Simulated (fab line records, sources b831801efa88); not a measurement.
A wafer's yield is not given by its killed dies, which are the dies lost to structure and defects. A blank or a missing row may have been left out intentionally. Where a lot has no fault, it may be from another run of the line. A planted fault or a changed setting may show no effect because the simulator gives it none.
fab line records	flow sky130
record lots=10	wafers=30	last-day=50
route steps=708 shown METAL3@567 VIA3@575 PASSIVATION@692 PAD_OPEN@708
lots that met no fault: from a run of the same line without faults
start-h: start of the lot's first displayed wafer, in hours after the record's first day	wait-h: hours from the lot's prior step to this one	" as in the row above	L1.1+2: several wafers, shown together as one row	- no value present, or no start provided	* or withheld: withheld	< > ~ a bound
route shown NAME@n: a module of which the file shows steps, and the number in the route of the first	usual: mean and standard deviation over wafers with no fault	same: alike in all rows	chamber/n: place in a boat	sites: each site's reading	_std_site: the values' standard deviation	_edge_site: inner sites' mean taken away from outer sites' mean	radius-mm: for every site, how far away it sits from the centre of the wafer	mask NAME#n: copy n	behind: the last tool/chamber to shape the wafer	hold: the reason the lot was held/the length of the hold in hours/how it ended	device: names the non-switching transistor (n, p or np)	end of line: the route-end tests of the same wafers	a step without rows: its recipe alone	killed: count of dies lost to structure and defects at first sort (not the wafer's yield)	map: the dies of a wafer, with x for killed, . for not killed, _ for no die there
set.NAME: the setting the step ran with; set.NAME@STEP: the setting that earlier step ran with	model.NAME: the simulator's own value behind a step, which no gauge read
a sample of lots followed through the steps of the route, with each step as a table and each wafer as a row
services: from which hour (start-h, from the record's first day; less than 0 if before it) a tool's chamber was out of use, for how many hours, and why
## steps
# step SKY_METAL3_ETCH_17
# recipe target=SiO2	stop-on=TiN	chemistry=C4F8/O2/Ar	source-w=1500	bias-w=1200	pressure-mtorr=40	c4f8-flow-sccm=withheld	O2_flow_sccm=6	Ar_flow_sccm=300	time-s=3.9	target-depth-a=150
# usual oes-product-au=0.745/0.008
lot.wafer	tool	chamber	start-h	wait-h	oes-product-au	rf-hours-counter-h
L289.1	rie-diel-01	2	904.10	0.1	0.736	2
L289.3	"	3	"	"	0.731	4
L289.4	"	1	"	"	0.745	19
L296.3	rie-diel-03	0	968.45	0.0	0.741	14
L296.4	"	2	"	"	0.748	21
L296.5	"	3	"	"	0.750	-
L298.1	rie-diel-04	0	970.51	0.1	0.751	17
L298.4	"	1	"	"	0.748	11
L298.5	"	0	"	"	0.756	-
L299.2	rie-diel-01	1	978.60	0.1	0.739	21
L299.3	"	3	"	"	0.748	6
L299.5	"	1	"	"	0.745	-
L301.2	rie-diel-03	2	995.46	0.1	0.736	22
L301.4	"	3	"	"	0.748	9
L301.5	"	1	"	"	0.740	-
L302.3	rie-diel-04	3	1000.04	0.0	0.737	6
L302.4	"	1	"	"	0.753	12
L302.6	"	3	"	"	0.740	-
L307.1	rie-diel-04	0	1029.76	0.1	0.746	19
L307.4	"	2	"	"	0.747	12
L307.6	"	0	"	"	0.751	-
L309.2	rie-diel-04	0	1037.50	0.1	0.745	19
L309.3	"	2	"	"	0.740	12
L309.6	"	1	"	"	0.737	-
L310.4	rie-diel-03	2	1041.17	0.0	0.743	-
L310.5	"	3	"	"	0.737	-
L310.6	"	1	"	"	0.736	-
L311.3	rie-diel-04	0	1048.20	0.0	0.732	20
L311.4	"	3	"	"	0.748	7
L311.6	"	3	"	"	0.752	-
# step SKY_METAL3_METAL_ETCH_18
# recipe target-depth-a=8450	stop-on=SiO2	over-etch-frac=0.3	time-s=183.1	chemistry=Cl2/BCl3	resist-sidewall-deg=88	pressure-mtorr=10	icp-w=900	bias-w=48.5	Cl2_flow_sccm=60	bcl3-flow-sccm=30
# usual drypump-motor-current-A=5.8/0.54	he-backside-leak-sccm=3.41/0.3	oes-product-au=0.865/0.0068	throttle-valve-pct=22.265/0.0084
# same over-etch-frac=0.3
lot.wafer	tool	chamber	start-h	wait-h	drypump-motor-current-A	he-backside-leak-sccm	oes-product-au	rf-hours-counter-h	throttle-valve-pct
L289.1	rie-metal-02	0	904.12	0.0	6.1	3.52	0.882	18	22.264
L289.3	"	1	"	"	5.7	3.17	0.865	-	22.271
L289.4	"	0	"	"	6.1	3.38	0.859	-	22.262
L296.3	rie-metal-02	1	968.59	0.1	5.7	3.21	0.863	-	22.254
L296.4	"	1	"	"	5.7	3.25	0.865	-	22.263
L296.5	"	1	"	"	5.7	3.13	0.870	-	22.277
L298.1	rie-metal-03	0	970.53	0.0	6.4	3.41	0.866	10	22.276
L298.4	"	1	"	"	5.0	3.69	0.868	-	22.277
L298.5	"	0	"	"	6.4	3.40	0.867	-	22.259
L299.2	rie-metal-01	1	978.62	0.0	6.6	3.20	0.860	6	22.258
L299.3	"	1	"	"	6.6	3.22	0.881	-	22.263
L299.5	"	0	"	"	5.4	3.62	0.870	-	22.279
L301.2	rie-metal-02	0	995.48	0.0	6.1	3.38	0.868	0	22.271
L301.4	"	0	"	"	6.1	3.38	0.863	-	22.266
L301.5	"	1	"	"	5.6	3.31	0.869	-	22.262
L302.3	rie-metal-02	0	1000.12	0.1	6.1	3.24	0.864	-	22.263
L302.4	"	1	"	"	5.7	3.03	0.865	-	22.257
L302.6	"	0	"	"	6.1	3.43	0.868	-	22.269
L307.1	rie-metal-01	1	1029.78	0.0	6.6	3.29	0.867	9	22.248
L307.4	"	1	"	"	6.6	3.14	0.865	-	22.271
L307.6	"	0	"	"	5.4	3.62	0.856	-	22.252
L309.2	rie-metal-03	0	1037.52	0.0	6.4	3.41	0.858	14	22.274
L309.3	"	1	"	"	5.0	3.59	0.863	-	22.271
L309.6	"	0	"	"	6.4	3.45	0.861	-	22.255
L310.4	rie-metal-01	1	1041.24	0.1	6.6	3.19	0.870	-	22.257
L310.5	"	0	"	"	5.4	3.49	0.858	-	22.266
L310.6	"	1	"	"	6.6	3.07	0.866	-	22.266
L311.3	rie-metal-01	1	1048.28	0.1	6.6	3.31	0.848	-	22.253
L311.4	"	0	"	"	5.4	3.52	0.865	-	22.271
L311.6	"	0	"	"	5.4	3.59	0.862	-	22.269
# step SKY_VIA3_CMP_02
# recipe material=SiO2	down-force-psi=4	platen-rpm=60	pad-velocity-m-s=0.94248
# usual edge-zone-pressure-frac=1.001/0.0054	motor-current-A=11.7/1.2	retaining-ring-pressure-frac=1.000/0.0048
lot.wafer	tool	chamber	start-h	wait-h	edge-zone-pressure-frac	motor-current-A	retaining-ring-pressure-frac
L289.3	cmp-01	3	905.21	0.0	1.002	11.3	1.003
L289.4	"	0	"	"	1.004	12.5	0.998
L289.1	"	2	"	"	1.003	10.7	0.991
L296.3	cmp-02	0	969.65	0.0	0.999	10.9	1.005
L296.4	"	1	"	"	1.002	11.9	1.003
L296.5	"	0	"	"	1.002	10.8	1.000
L298.1	cmp-02	1	971.62	0.1	0.998	12.4	1.007
L298.4	"	3	"	"	1.012	14.6	1.012
L298.5	"	1	"	"	0.989	11.2	1.006
L299.3	cmp-02	2	979.62	0.0	0.992	12.4	0.996
L299.2	"	1	"	"	1.001	11.8	0.996
L299.5	"	2	"	"	1.000	12.4	1.000
L301.4	cmp-01	3	996.48	0.0	1.002	10.4	0.999
L301.2	"	0	"	"	0.996	12.9	1.002
L301.5	"	0	"	"	0.992	12.8	1.000
L302.4	cmp-02	3	1001.24	0.1	1.002	14.1	1.004
L302.3	"	0	"	"	1.004	10.5	0.996
L302.6	"	1	"	"	0.999	11.2	0.996
L307.4	cmp-01	2	1030.78	0.0	1.000	10.0	1.003
L307.1	"	0	"	"	1.002	12.2	0.998
L307.6	"	2	"	"	0.991	10.5	1.003
L309.2	cmp-01	3	1038.57	0.1	1.001	11.0	0.989
L309.3	"	1	"	"	0.999	10.8	0.997
L309.6	"	3	"	"	1.004	11.5	0.992
L310.4	cmp-01	0	1042.37	0.2	1.000	12.8	0.996
L310.6	"	3	"	"	1.007	10.7	1.006
L310.5	"	0	"	"	1.010	12.5	1.000
L311.3	cmp-01	1	1049.22	0.0	1.005	10.8	0.997
L311.4	"	2	"	"	0.998	10.3	0.990
L311.6	"	1	"	"	1.012	10.7	0.999
# step SKY_PASSIVATION_ETCH_11
# recipe chemistry=CF4/O2	target-depth-nm=725	stop-on=AlCu	source-w=800	bias-w=150	pressure-mtorr=150	cf4-flow-sccm=80	O2_flow_sccm=10	time-s=161.1
# usual drypump-motor-current-A=5.7/0.46	oes-product-au=0.974/0.0073	throttle-valve-pct=5.962/0.0096
lot.wafer	tool	chamber	start-h	wait-h	drypump-motor-current-A	oes-product-au	rf-hours-counter-h	throttle-valve-pct
L289.1	rie-diel-01	0	1052.24	-	5.8	0.979	8	5.956
L289.3	"	3	"	"	5.7	0.957	8	5.972
L289.4	"	2	"	"	6.3	0.979	6	5.976
L296.3	rie-diel-01	0	1106.71	-	5.8	0.970	9	5.946
L296.4	"	1	"	"	5.2	0.982	3	5.956
L296.5	"	2	"	"	6.3	0.969	-	5.967
L298.1	rie-diel-01	1	1110.64	-	5.3	0.964	3	5.951
L298.4	"	3	"	"	5.7	0.970	9	5.961
L298.5	"	0	"	"	5.8	0.968	-	5.955
L299.2	rie-diel-03	2	1116.66	-	6.1	0.977	27	5.961
L299.3	"	0	"	"	5.3	0.972	19	5.971
L299.5	"	2	"	"	6.1	0.986	-	5.958
L301.2	rie-diel-01	2	1131.21	-	6.3	0.970	8	5.957
L301.4	"	3	"	"	5.6	0.967	10	5.960
L301.5	"	1	"	"	5.2	0.983	-	5.963
L302.3	rie-diel-03	0	1135.41	-	5.3	0.975	20	5.964
L302.4	"	3	"	"	5.1	0.969	-	5.966
L302.6	"	0	"	"	5.3	0.976	-	5.961
L307.1	rie-diel-01	1	1159.16	-	5.2	0.980	4	5.966
L307.4	"	3	"	"	5.7	0.976	11	5.948
L307.6	"	2	"	"	6.3	0.986	-	5.973
L309.2	rie-diel-01	2	1164.59	-	6.3	0.966	9	5.951
L309.3	"	3	"	"	5.7	0.958	11	5.968
L309.6	"	0	"	"	5.8	0.973	-	5.965
L310.4	rie-diel-03	0	1167.86	-	5.3	0.976	-	5.976
L310.5	"	1	"	"	6.2	0.982	-	5.958
L310.6	"	2	"	"	6.1	0.987	-	5.969
L311.3	rie-diel-03	2	1172.89	-	6.1	0.977	29	5.968
L311.4	"	1	"	"	6.2	0.972	32	5.961
L311.6	"	3	"	"	5.1	0.976	-	5.946
# step SKY_PASSIVATION_STRIP_12
# recipe chemistry=O2/N2	power-w=1400	pressure-mtorr=1500	platen-temp-c=withheld	overash-fraction=0.7	o2-flow-sccm=3000	n2-flow-sccm=300
# usual drypump-motor-current-A=5.8/0.6	oes-product-au=0.661/0.0044	strip-time-to-endpoint-s=31.20/0.16
lot.wafer	tool	chamber	start-h	wait-h	drypump-motor-current-A	oes-product-au	rf-hours-counter-h	strip-time-to-endpoint-s
L289.1	plasma-asher-02	0	1052.35	0.1	6.1	0.656	31	31.17
L289.3	"	0	"	"	6.1	0.663	-	31.35
L289.4	"	1	"	"	4.8	0.659	-	31.06
L296.3	plasma-asher-02	1	1106.85	0.1	4.8	0.666	-	31.15
L296.4	"	0	"	"	6.1	0.659	-	31.20
L296.5	"	1	"	"	4.8	0.659	-	31.01
L298.1	plasma-asher-03	1	1110.75	0.1	5.8	0.655	62	31.40
L298.4	"	1	"	"	5.8	0.656	-	31.48
L298.5	"	0	"	"	5.5	0.661	-	31.23
L299.2	plasma-asher-04	0	1116.76	0.1	6.4	0.663	6	31.08
L299.3	"	1	"	"	6.2	0.665	-	31.26
L299.5	"	1	"	"	6.2	0.655	-	31.10
L301.2	plasma-asher-02	1	1131.31	0.1	4.7	0.663	39	30.65
L301.4	"	1	"	"	4.8	0.662	-	31.16
L301.5	"	1	"	"	4.7	0.667	-	31.14
L302.3	plasma-asher-04	0	1135.55	0.1	6.4	0.654	-	31.29
L302.4	"	1	"	"	6.2	0.662	-	31.28
L302.6	"	0	"	"	6.4	0.666	-	31.39
L307.1	plasma-asher-02	0	1159.26	0.1	6.1	0.662	42	29.62
L307.4	"	1	"	"	4.8	0.655	-	29.65
L307.6	"	0	"	"	6.1	0.664	-	29.15
L309.2	plasma-asher-03	0	1164.70	0.1	5.5	0.658	67	29.12
L309.3	"	0	"	"	5.5	0.658	-	29.62
L309.6	"	1	"	"	5.8	0.661	-	29.24
L310.4	plasma-asher-04	1	1167.95	0.0	6.2	0.664	-	31.33
L310.5	"	0	"	"	6.4	0.667	-	31.26
L310.6	"	1	"	"	6.2	0.661	-	31.16
L311.3	plasma-asher-04	1	1173.03	0.1	6.2	0.660	-	31.09
L311.4	"	0	"	"	6.4	0.662	-	31.10
L311.6	"	0	"	"	6.4	0.656	-	31.16
# step SKY_PAD_OPEN_PROBE_99
# usual defect-limited-yield=82.4/2	killed_at_M0_to_M3=43/6.6	killed_at_M4_up=3.0/1.7	killed-at-contacts=24/5.4	killed-at-front-end=16/4.6	killed-at-other=0.3/0.53	killed-dies=87/9.7	killed-on-rim=18/4	killed-open=47/7.3	killed-short=39/6.5	sort_bin_3_pad_short=0.9/0.41	sort_bin_5_function=10.4/1.4	sort_bin_6_memory=6.3/1.2	sort-n-pass=405/9.7	sort-yield-pct=82.4/2
# same gross-dies=492	killed-at-back-side=0	sort_bin_4_leakage[%]=0	sort_bin_8_speed[%]=0
lot.wafer	tool	chamber	start-h	wait-h	defect-limited-yield[%]	killed_at_M0_to_M3	killed_at_M4_up	killed-at-contacts	killed-at-front-end	killed-at-other	killed-dies	killed-on-rim	killed-open	killed-short	sort_bin_3_pad_short[%]	sort_bin_5_function[%]	sort_bin_6_memory[%]	sort-n-pass	sort-yield-pct[%]
L289.1	prober-01	-	1076.21	0.1	84.1	41	5	23	9	0	78	13	43	33	0.6	9.8	5.5	414	84.1
L289.3	prober-01	-	1076.31	0.2	80.3	53	4	16	24	0	97	18	54	43	1.0	12.0	6.7	395	80.3
L289.4	prober-01	-	1076.36	0.2	86.0	35	4	18	12	0	69	14	41	28	1.2	7.7	5.1	423	86.0
L296.3	prober-01	-	1128.99	0.2	83.1	36	6	27	12	2	83	19	52	31	0.6	10.4	5.9	409	83.1
L296.4	prober-01	-	1129.04	0.2	81.3	47	3	19	22	1	92	22	53	39	0.2	12.4	6.1	400	81.3
L296.5	prober-01	-	1129.09	0.2	81.1	44	2	27	19	1	93	15	54	39	0.8	11.6	6.5	399	81.1
L298.1	prober-01	-	1132.68	0.1	82.5	35	4	27	20	0	86	21	41	45	0.6	11.8	5.1	406	82.5
L298.4	prober-01	-	1132.83	0.2	83.7	43	0	25	12	0	80	11	41	39	0.4	11.2	4.7	412	83.7
L298.5	prober-01	-	1132.88	0.2	80.1	52	3	29	14	0	98	21	45	53	1.8	12.6	5.5	394	80.1
L299.2	prober-02	-	1138.36	0.1	83.9	36	0	25	18	0	79	13	45	34	0.8	8.3	6.9	413	83.9
L299.3	prober-02	-	1138.41	0.2	78.0	52	2	29	24	1	108	30	50	56	1.4	12.0	8.5	384	78.0
L299.5	prober-02	-	1138.51	0.2	83.3	36	1	27	17	1	82	14	41	41	0.8	10.6	5.3	410	83.3
L301.2	prober-02	-	1152.23	0.1	86.6	31	4	9	22	0	66	14	35	31	0	8.9	4.5	426	86.6
L301.4	prober-02	-	1152.33	0.2	83.7	44	5	22	9	0	80	16	40	40	0.8	9.8	5.7	412	83.7
L301.5	prober-02	-	1152.38	0.2	80.5	44	4	30	18	0	96	21	53	43	0.8	11.8	6.9	396	80.5
L302.3	prober-01	-	1156.03	0.2	79.7	56	2	19	23	0	100	22	55	45	1.2	13.2	5.9	392	79.7
L302.4	prober-01	-	1156.08	0.2	77.2	53	4	24	30	1	112	21	65	46	1.4	13.6	7.7	380	77.2
L302.6	prober-01	-	1156.18	0.2	82.3	35	1	30	21	0	87	20	50	37	1.0	9.6	7.1	405	82.3
L307.1	prober-02	-	1177.78	0.1	80.9	42	6	31	15	0	94	18	55	39	0.8	9.3	8.9	398	80.9
L307.4	prober-02	-	1177.93	0.2	81.3	42	1	31	18	0	92	14	46	46	1.0	11.0	6.7	400	81.3
L307.6	prober-02	-	1178.03	0.2	79.5	43	4	36	18	0	101	22	48	53	1.4	13.4	5.7	391	79.5
L309.2	prober-02	-	1183.61	0.1	83.9	47	5	8	19	0	79	8	39	40	0.8	9.1	6.1	413	83.9
L309.3	prober-02	-	1183.66	0.2	85.6	37	1	14	19	0	71	20	37	34	0.6	7.7	6.1	421	85.6
L309.6	prober-02	-	1183.81	0.2	81.5	46	3	28	14	0	91	20	46	44	1.0	9.3	8.1	401	81.5
L310.4	prober-01	-	1186.46	0.2	85.2	44	3	16	10	0	73	14	39	34	0.4	8.7	5.7	419	85.2
L310.5	prober-01	-	1186.51	0.2	83.5	43	5	18	15	0	81	19	46	35	0.4	11.0	5.1	411	83.5
L310.6	prober-01	-	1186.56	0.2	85.0	35	6	22	11	0	74	12	34	39	1.4	9.3	4.3	418	85.0
L311.3	prober-02	-	1191.23	0.2	84.3	37	1	23	16	0	77	16	41	36	0.8	8.7	6.1	415	84.3
L311.4	prober-02	-	1191.28	0.2	84.6	36	2	17	21	0	76	20	46	30	0.8	8.9	5.7	416	84.6
L311.6	prober-02	-	1191.38	0.2	84.3	46	2	18	11	0	77	15	42	35	0.8	9.3	5.5	415	84.3
# killed by level:class
L289.1 VIA1:geometric-particle:open=10 CONTACT:geometric-particle:open=7 VIA1:geometric-particle:short=6 VIA2:geometric-particle:open=6 LI_CONTACT:geometric-particle:open=5 CONTACT:geometric-particle:short=5 VIA3:geometric-particle:open=5 POLY_GATE:geometric-particle:short=3
L289.3 VIA1:geometric-particle:open=19 FIELD_ISO:geometric-particle:short=7 CONTACT:geometric-particle:open=7 POLY_GATE:geometric-particle:open=6 METAL3:geometric-particle:short=6 VIA1:geometric-particle:short=5 FIELD_ISO:geometric-particle:open=4 VIA2:geometric-particle:short=4
L289.4 CONTACT:geometric-particle:open=8 VIA1:geometric-particle:open=8 METAL1:geometric-particle:short=7 VIA2:geometric-particle:open=6 LI_CONTACT:geometric-particle:open=5 POLY_GATE:geometric-particle:open=4 VIA1:geometric-particle:short=4 VIA3:geometric-particle:open=4
L296.3 VIA1:geometric-particle:open=14 LI_CONTACT:geometric-particle:open=7 LI_CONTACT:geometric-particle:short=5 CONTACT:geometric-particle:open=5 VIA2:geometric-particle:open=5 POLY_GATE:geometric-particle:open=4 LOCAL_INTERCONNECT:geometric-particle:open=4 METAL1:geometric-particle:short=4
L296.4 VIA2:geometric-particle:open=10 VIA3:geometric-particle:open=9 VIA1:geometric-particle:open=8 FIELD_ISO:geometric-particle:open=7 LI_CONTACT:geometric-particle:open=7 CONTACT:geometric-particle:open=7 METAL2:geometric-particle:short=6 POLY_GATE:geometric-particle:short=5
L296.5 CONTACT:geometric-particle:open=10 VIA1:geometric-particle:open=9 LI_CONTACT:geometric-particle:open=8 VIA2:geometric-particle:open=8 FIELD_ISO:geometric-particle:open=7 METAL1:geometric-particle:short=7 METAL2:geometric-particle:short=6 CONTACT:geometric-particle:short=5
L298.1 CONTACT:geometric-particle:open=13 FIELD_ISO:geometric-particle:short=7 FIELD_ISO:geometric-particle:open=7 METAL3:geometric-particle:short=7 CONTACT:geometric-particle:short=6 VIA3:geometric-particle:open=5 VIA1:geometric-particle:short=5 LI_CONTACT:geometric-particle:open=4
L298.4 CONTACT:geometric-particle:open=10 VIA1:geometric-particle:open=9 LOCAL_INTERCONNECT:geometric-particle:short=8 VIA1:geometric-particle:short=6 METAL2:geometric-particle:short=6 FIELD_ISO:geometric-particle:open=5 VIA3:geometric-particle:open=5 METAL2:geometric-particle:open=4
L298.5 CONTACT:geometric-particle:open=10 METAL1:geometric-particle:short=9 VIA2:geometric-particle:open=8 LI_CONTACT:geometric-particle:open=7 VIA3:geometric-particle:open=6 VIA3:geometric-particle:short=6 METAL2:geometric-particle:short=6 CONTACT:geometric-particle:short=5
L299.2 CONTACT:geometric-particle:open=10 LI_CONTACT:geometric-particle:open=8 VIA1:geometric-particle:open=7 VIA2:geometric-particle:open=7 METAL1:geometric-particle:short=6 FIELD_ISO:geometric-particle:short=5 VIA3:geometric-particle:short=4 LOCAL_INTERCONNECT:geometric-particle:short=4
L299.3 VIA1:geometric-particle:open=11 LOCAL_INTERCONNECT:geometric-particle:short=8 CONTACT:geometric-particle:open=8 LI_CONTACT:geometric-particle:open=7 FIELD_ISO:geometric-particle:open=6 VIA2:geometric-particle:short=6 METAL1:geometric-particle:short=6 METAL2:geometric-particle:short=6
L299.5 LI_CONTACT:geometric-particle:open=10 POLY_GATE:geometric-particle:open=7 LOCAL_INTERCONNECT:geometric-particle:short=7 VIA1:geometric-particle:open=7 VIA3:geometric-particle:open=6 VIA2:geometric-particle:short=5 METAL2:geometric-particle:short=5 POLY_GATE:geometric-particle:short=4
L301.2 VIA1:geometric-particle:open=8 CONTACT:geometric-particle:open=6 FIELD_ISO:geometric-particle:short=5 POLY_GATE:geometric-particle:open=5 VIA1:geometric-particle:short=5 VIA2:geometric-particle:short=5 FIELD_ISO:geometric-particle:open=4 VIA3:geometric-particle:open=4
L301.4 VIA1:geometric-particle:open=14 VIA1:geometric-particle:short=8 LI_CONTACT:geometric-particle:open=7 CONTACT:geometric-particle:open=7 METAL1:geometric-particle:short=6 LOCAL_INTERCONNECT:geometric-particle:short=5 FIELD_ISO:geometric-particle:short=4 VIA2:geometric-particle:open=4
L301.5 VIA1:geometric-particle:open=11 CONTACT:geometric-particle:open=9 LOCAL_INTERCONNECT:geometric-particle:short=8 VIA2:geometric-particle:open=8 POLY_GATE:geometric-particle:short=6 METAL2:geometric-particle:short=6 CONTACT:geometric-particle:short=6 POLY_GATE:geometric-particle:open=5
L302.3 VIA1:geometric-particle:open=16 FIELD_ISO:geometric-particle:short=9 VIA3:geometric-particle:open=9 CONTACT:geometric-particle:open=7 METAL1:geometric-particle:short=7 FIELD_ISO:geometric-particle:open=5 LI_CONTACT:geometric-particle:open=5 VIA3:geometric-particle:short=5
L302.4 POLY_GATE:geometric-particle:open=11 CONTACT:geometric-particle:open=11 VIA3:geometric-particle:open=9 VIA1:geometric-particle:open=9 FIELD_ISO:geometric-particle:short=8 METAL2:geometric-particle:short=8 VIA2:geometric-particle:open=8 METAL1:geometric-particle:short=6
L302.6 METAL1:geometric-particle:short=12 LI_CONTACT:geometric-particle:open=9 CONTACT:geometric-particle:open=9 VIA1:geometric-particle:open=8 FIELD_ISO:geometric-particle:open=7 CONTACT:geometric-particle:short=7 POLY_GATE:geometric-particle:open=5 METAL1:geometric-particle:open=4
L307.1 CONTACT:geometric-particle:open=11 VIA1:geometric-particle:open=11 CONTACT:geometric-particle:short=7 METAL1:geometric-particle:short=7 FIELD_ISO:geometric-particle:open=6 VIA2:geometric-particle:open=6 POLY_GATE:geometric-particle:open=6 LI_CONTACT:geometric-particle:open=6
L307.4 CONTACT:geometric-particle:open=13 VIA1:geometric-particle:open=7 VIA1:geometric-particle:short=7 VIA3:geometric-particle:open=6 POLY_GATE:geometric-particle:short=4 LI_CONTACT:geometric-particle:short=4 LI_CONTACT:geometric-particle:open=4 LOCAL_INTERCONNECT:geometric-particle:short=4
L307.6 CONTACT:geometric-particle:open=13 LI_CONTACT:geometric-particle:open=10 LOCAL_INTERCONNECT:geometric-particle:short=8 METAL1:geometric-particle:short=7 VIA1:geometric-particle:short=6 VIA3:geometric-particle:short=6 VIA1:geometric-particle:open=5 VIA2:geometric-particle:open=5
L309.2 VIA1:geometric-particle:open=12 METAL2:geometric-particle:short=7 VIA2:geometric-particle:open=7 POLY_GATE:geometric-particle:short=5 METAL1:geometric-particle:short=5 METAL4:geometric-particle:short=5 FIELD_ISO:geometric-particle:open=4 VIA3:geometric-particle:open=4
L309.3 VIA1:geometric-particle:open=9 FIELD_ISO:geometric-particle:short=6 CONTACT:geometric-particle:open=6 METAL1:geometric-particle:short=5 VIA2:geometric-particle:open=5 POLY_GATE:geometric-particle:open=4 VIA3:geometric-particle:open=4 LOCAL_INTERCONNECT:geometric-particle:short=3
L309.6 VIA1:geometric-particle:open=11 CONTACT:geometric-particle:open=8 VIA1:geometric-particle:short=6 POLY_GATE:geometric-particle:short=5 LI_CONTACT:geometric-particle:open=5 METAL1:geometric-particle:short=5 METAL3:geometric-particle:short=5 LI_CONTACT:geometric-particle:short=4
L310.4 VIA1:geometric-particle:open=12 METAL2:geometric-particle:short=6 VIA2:geometric-particle:open=5 VIA3:geometric-particle:short=5 POLY_GATE:geometric-particle:short=4 LI_CONTACT:geometric-particle:open=4 CONTACT:geometric-particle:open=4 VIA1:geometric-particle:short=4
L310.5 VIA1:geometric-particle:open=13 METAL2:geometric-particle:short=8 LI_CONTACT:geometric-particle:open=7 VIA3:geometric-particle:open=7 CONTACT:geometric-particle:open=6 LI_CONTACT:geometric-particle:short=4 METAL4:geometric-particle:short=4 VIA2:geometric-particle:open=4
L310.6 METAL2:geometric-particle:short=7 METAL4:geometric-particle:short=6 VIA1:geometric-particle:short=5 POLY_GATE:geometric-particle:open=5 LI_CONTACT:geometric-particle:open=5 VIA2:geometric-particle:open=5 CONTACT:geometric-particle:open=5 METAL3:geometric-particle:short=5
L311.3 CONTACT:geometric-particle:open=8 VIA2:geometric-particle:open=8 LI_CONTACT:geometric-particle:open=6 CONTACT:geometric-particle:short=6 POLY_GATE:geometric-particle:short=5 VIA1:geometric-particle:open=5 METAL1:geometric-particle:short=5 VIA3:geometric-particle:open=5
L311.4 POLY_GATE:geometric-particle:open=10 VIA1:geometric-particle:open=10 VIA2:geometric-particle:open=6 VIA3:geometric-particle:open=6 LOCAL_INTERCONNECT:geometric-particle:short=5 CONTACT:geometric-particle:open=5 FIELD_ISO:geometric-particle:short=4 FIELD_ISO:geometric-particle:open=3
L311.6 VIA1:geometric-particle:open=10 METAL1:geometric-particle:short=8 VIA3:geometric-particle:open=7 LI_CONTACT:geometric-particle:open=5 VIA2:geometric-particle:open=5 FIELD_ISO:geometric-particle:open=4 FIELD_ISO:geometric-particle:short=4 LI_CONTACT:geometric-particle:short=4
## services
tool	chamber	start-h	hours	kind
rie-diel-03	-	883.17	2.8	pm
rie-metal-01	-	886.30	1.9	repair
cmp-02	-	912.53	4.0	pm
cmp-01	-	934.22	7.1	pm
cmp-02	-	946.04	0.3	repair
rie-diel-01	3	948.72	5.5	repair
cmp-02	-	958.98	1.1	repair
rie-diel-03	-	959.63	0.5	repair
rie-diel-01	-	969.51	2.8	pm
rie-diel-04	1	972.59	8.7	repair
rie-diel-04	2	1016.73	5.7	repair
rie-diel-03	0	1027.24	18.4	repair
rie-diel-01	-	1044.88	0.6	repair
rie-diel-01	-	1074.41	15.6	pm
cmp-01	-	1084.15	4.0	pm
rie-diel-04	-	1102.46	1.2	repair
rie-diel-04	3	1103.02	2.6	repair
cmp-01	-	1114.22	2.3	repair
rie-diel-03	2	1133.58	9.2	repair
cmp-01	-	1134.70	11.6	repair
rie-diel-03	3	1139.52	2.4	repair
rie-diel-03	1	1151.79	2.6	repair
rie-diel-01	1	1164.40	4.4	repair
rie-diel-03	3	1165.88	5.7	repair
## key
first-sign step=SKY_PASSIVATION_STRIP_12	reading=strip-time-to-endpoint-s	direction=down	sigmas=11	usual=*	struck=*
effect none on later readings
met-at SKY_PASSIVATION_ETCH_11
struck-lots L307,L309
not-acting-at SKY_METAL3_ETCH_17,SKY_METAL3_METAL_ETCH_18,SKY_VIA3_CMP_02
onset-between 1131.21 1159.16
fault kind=process-parameter-drift	tool=rie-diel-01	chamber=-	onset-h=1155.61	steps=SKY_PASSIVATION_ETCH_11	channel=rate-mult	offset=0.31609	shape=step	end-h=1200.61
